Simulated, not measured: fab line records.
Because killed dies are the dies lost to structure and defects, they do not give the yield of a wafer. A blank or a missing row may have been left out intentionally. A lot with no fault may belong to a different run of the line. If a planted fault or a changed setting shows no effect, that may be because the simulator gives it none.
fab line records | flow sky130
[record] lots = 6 wafers = 18 lastDay = 50
route steps=708 shown LDD_LDN@302 SPACER@304 POLY_CUT@307
lots that met no fault: from a run of the same line without faults
startH: hours from the record's opening day to when the first of the lot's shown wafers began | waitH: how many hours have passed since the lot's step before this one | " repeats the value in the row above | L1.1+2: a single row standing in for several wafers | - either no value or no given start | * or withheld: withheld | < > ~ a bound
route shown NAME@n: names a module that has steps shown in the file, with the first one's number in the route | usual: mean and standard deviation over wafers with no fault | same: alike in all rows | chamber/n: place in a boat | sites: per-site readings | _std_site: how widely they spread, as a standard deviation | _edge_site: outer sites' mean less inner sites' | radiusMm: for every site, how far away it sits from the centre of the wafer | mask NAME#n: copy n | behind: the last tool/chamber to shape the wafer | hold: why the lot was held/for how many hours/how that ended | device: transistor that didn't switch, given as n, p or np | end of line: the same wafers' tests at the end of the route | for a step that has no rows: nothing shown but its recipe | killed: at the first sort, the dies lost to defects and structure; wafer yield is something else | map: a wafer's dies, marking killed ones x, the rest . and places with no die _
set.NAME: the setting the step ran with; set.NAME@STEP: the setting that earlier step ran with | model.NAME: the simulator's own value behind a step, which no gauge read
certain route steps with their lots: each step a table, each wafer a row
services: the hour from which a tool's chamber was out of use, counted from the record's first day as startH (under 0 if before that day), plus the number of hours and why
[[steps]]
[step SKY_LDD_LDN_TW_MEAS_13]
[usual] LDD_LDN_TW = 1499/9.9
// columns lot.wafer tool chamber startH waitH LDD_LDN_TW
L743.1 filmMetro-02 - 536.80 0.1 1494
L743.4 " - " " 1497
L743.5 " - " " 1494
L748.1 filmMetro-01 - 596.29 0.1 1498
L748.2 " - " " 1508
L748.6 " - " " 1506
L754.1 filmMetro-02 - 652.49 0.1 1489
L754.3 " - " " 1497
L754.6 " - " " 1501
L756.1 filmMetro-04 - 660.05 0.1 1480
L756.4 " - " " 1490
L756.5 " - " " 1481
L764.1 filmMetro-04 - 705.59 0.1 1491
L764.2 " - " " 1488
L764.6 " - " " 1486
L765.3 filmMetro-02 - 716.36 0.1 1483
L765.4 " - " " 1492
L765.6 " - " " 1494
[step SKY_LDD_LDN_CLEAN_14]
[recipe] chemistry = SC1/SC2 mix = 1:4:20 tempC = 70 timeS = 150 dry = n2Spin
[step SKY_SPACER_CVD_00]
[recipe] material = Si3N4 precursor = DCS/NH3 targetThkNm = 43.1 tempC = 770 timeS = 740 pressureMtorr = 250
[step SKY_SPACER_THK_MEAS_01]
[recipe] reads = Si3N4_of_SPACER_CVD_00
[usual] SPACER_CVD_00_THK = 43.0/0.46
// columns lot.wafer tool chamber startH waitH SPACER_CVD_00_THK[nm]
L743.1 filmMetro-03 - 538.12 0.0 43.4
L743.4 " - " " 43.8
L743.5 " - " " 43.4
L748.1 filmMetro-01 - 597.60 0.0 43.4
L748.2 " - " " 42.6
L748.6 " - " " 42.8
L754.1 filmMetro-04 - 653.80 0.0 43.3
L754.3 " - " " 43.0
L754.6 " - " " 43.2
L756.1 filmMetro-01 - 661.97 0.0 43.4
L756.4 " - " " 43.5
L756.5 " - " " 43.3
L764.1 filmMetro-03 - 706.90 0.0 42.4
L764.2 " - " " 42.2
L764.6 " - " " 42.0
L765.3 filmMetro-01 - 718.10 0.0 43.1
L765.4 " - " " 43.1
L765.6 " - " " 42.9
[step SKY_SPACER_ETCHBACK_02]
[recipe] chemistry = CH3F/O2 target = Si3N4 stopOn = SiO2 sourceW = 400 biasW = 80 pressureMtorr = 25 ch3fFlowSccm = 40 O2_flow_sccm = 30 timeS = 46.7 targetDepthA = 450
[usual] drypumpMotorCurrentA = 5.97/0.15 oesProductAu = 0.854/0.007 throttleValvePct = 10.563/0.011
// columns lot.wafer tool chamber startH waitH drypumpMotorCurrentA oesProductAu rfHoursCounterH throttleValvePct
L743.1 rieDiel-01 2 538.18 0.1 5.68 0.857 11 10.563
L743.4 " 1 " " 6.36 0.863 - 10.568
L743.5 " 3 " " 5.89 0.867 - 10.565
L748.1 rieDiel-01 0 597.66 0.1 6.12 0.853 1 10.545
L748.2 " 1 " " 6.35 0.842 47 10.557
L748.6 " 0 " " 6.13 0.849 - 10.572
L754.1 rieDiel-02 0 653.86 0.1 6.03 0.858 6 10.568
L754.3 " 2 " " 6.08 0.856 19 10.558
L754.6 " 0 " " 6.02 0.859 - 10.572
L756.1 rieDiel-03 0 662.03 0.1 5.85 0.860 8 10.569
L756.4 " 3 " " 5.94 0.857 9 10.569
L756.5 " 2 " " 6.07 0.860 - 10.565
L764.1 rieDiel-02 3 706.96 0.1 5.98 0.847 15 10.540
L764.2 " 1 " " 5.91 0.840 27 10.568
L764.6 " 2 " " 6.02 0.835 - 10.547
L765.3 rieDiel-03 1 718.14 0.0 5.83 0.856 6 10.560
L765.4 " 0 " " 5.86 0.852 9 10.566
L765.6 " 0 " " 5.87 0.853 - 10.554
[step SKY_POLY_CUT_DEHYDRATE_00]
[recipe] tempC = 201.3 timeS = 60
[step SKY_POLY_CUT_HMDS_01]
[recipe] primeTimeS = 60 primeTempC = 120
[step SKY_POLY_CUT_COAT_02]
[recipe] resist = BARC tempC = withheld timeS = withheld spinRpm = 3000 resistThkNm = 60
[step SKY_POLY_CUT_COAT_03]
[recipe] resist = KrF-thick spinRpm = 3000 resistThkNm = 450
[step SKY_POLY_CUT_SOFTBAKE_04]
[recipe] tempC = 100 timeS = 90 resist = KrF-thick
[step SKY_POLY_CUT_EXPOSE_05]
[recipe] maskId = NPCM na = 0.8 sourceShape = annular sigmaInner = 0.55 sigmaOuter = 0.85 targetCdNm = 270 doseMj = 32
[step SKY_POLY_CUT_PEB_06]
[recipe] pebTempC = withheld pebTimeS = withheld resist = KrF-thick
[step SKY_POLY_CUT_DEVELOP_07]
[recipe] developTimeS = 60 resist = KrF-thick devTempC = 21
[usual] chillPlateTempC = 23.01/0.096 developTimeS = 60/0
// columns lot.wafer tool chamber startH waitH chillPlateTempC developTimeS model.KrF-thick_of_POLY_CUT_COAT_03.thkNm
L743.1 lithoTrack-02 0 567 - 22.90 60 436.7
L743.4 " 0 " " 22.92 60 435.7
L743.5 " 0 " " 23.00 60 436.3
L748.1 lithoTrack-04 0 626 - 23.10 60 430.7
L748.2 " 0 " " 22.92 60 431.6
L748.6 " 0 " " 22.94 60 431.7
L754.1 lithoTrack-01 - 681 - - - 450.5
L754.3 " - " " - - 449.2
L754.6 " - " " - - 451.8
L756.1 lithoTrack-02 - 689 - - - 451
L756.4 " - " " - - 450.9
L756.5 " - " " - - 448.6
L764.1 lithoTrack-02 0 734 - 23.12 60 436.2
L764.2 " 0 " " 22.90 60 434.9
L764.6 " 0 " " 23.00 60 436.2
L765.3 lithoTrack-01 0 745 - 23.01 60 436.5
L765.4 " 0 " " 22.97 60 436.7
L765.6 " 0 " " 23.01 60 436.2
[step SKY_POLY_CUT_CD_MEAS_08]
[recipe] targetCdNm = 270
[usual] cdNm = 270.0/1.5
// columns lot.wafer tool chamber startH waitH cdNm
L743.1 cdSem-01 - 567.37 - 269.5
L743.4 " - " " 269.6
L743.5 " - " " 270.2
L748.1 cdSem-01 - 626.17 - 271.5
L748.2 " - " " 270.3
L748.6 " - " " 271.0
L754.1 cdSem-01 - 681.96 - -
L754.3 " - " " -
L754.6 " - " " -
L756.1 cdSem-01 - 689.83 - -
L756.4 " - " " -
L756.5 " - " " -
L764.1 cdSem-01 - 734.87 - 271.9
L764.2 " - " " 271.4
L764.6 " - " " 271.9
L765.3 cdSem-02 - 746.00 - 268.6
L765.4 " - " " 268.1
L765.6 " - " " 269.6
[[services]]
// columns tool chamber startH hours kind
rieDiel-02 0 518.04 4.2 repair
rieDiel-01 0 528.79 - clean
rieDiel-01 0 528.79 28.4 scheduledDown
rieDiel-01 0 528.79 28.4 ventCycle
rieDiel-02 2 548.86 10.8 repair
rieDiel-03 2 553.87 - clean
rieDiel-03 2 553.87 13.8 scheduledDown
rieDiel-03 2 553.87 13.8 ventCycle
rieDiel-03 1 632.79 7.3 repair
lithoTrack-04 - 646.15 - consumableReplace:filter
rieDiel-01 0 647.47 5.7 repair
rieDiel-01 - 649.18 14.6 pm
rieDiel-01 1 677.45 1.8 repair
rieDiel-01 3 680.36 6.8 repair
rieDiel-03 1 685.36 4.6 repair
rieDiel-02 0 722.70 2.9 repair
rieDiel-02 1 731.50 7.5 repair
rieDiel-01 1 733.10 - clean
rieDiel-01 1 733.10 13.8 scheduledDown
rieDiel-01 1 733.10 13.8 ventCycle
[[key]]
[firstSign] step = SKY_POLY_CUT_DEVELOP_07 reading = toolRecord direction = missing
effect none on later readings
[modelEffect] step = SKY_POLY_CUT_DEVELOP_07 value = KrF-thick_of_POLY_CUT_COAT_03.thkNm without = 436.3 struck = 450.3
metAt SKY_POLY_CUT_DEVELOP_07
struckWafers L754.1,L754.3,L754.6,L756.1,L756.4,L756.5
laterRowsLeftOut L754.1,L754.3,L754.6,L756.1,L756.4,L756.5
sortLeftOut L754.1,L754.3,L754.6,L756.1,L756.4,L756.5
testerLeftOut L754,L756
onsetBetween 567 681
[fault] kind = skippedStepWhole tool = lithoTrack-01,lithoTrack-02 chamber = - onsetH = 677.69 steps = SKY_POLY_CUT_DEVELOP_07 scope = struckLotsOnly
// testerLeftOut: of these lots the tester's yield and bins aren't shown, on N5 and GAA mostly nor the transistor test; their killed dies are dies lost to structure and defects alone, not to doping, threshold or leakage, so they don't give the yield
// sortLeftOut: the simulated sort isn't trusted on such a fault, so these wafers' sort isn't shown, and their yield isn't known
// laterRowsLeftOut: the simulator's readings of these wafers behind a module that went badly wrong aren't trusted and aren't shown, but for the sort
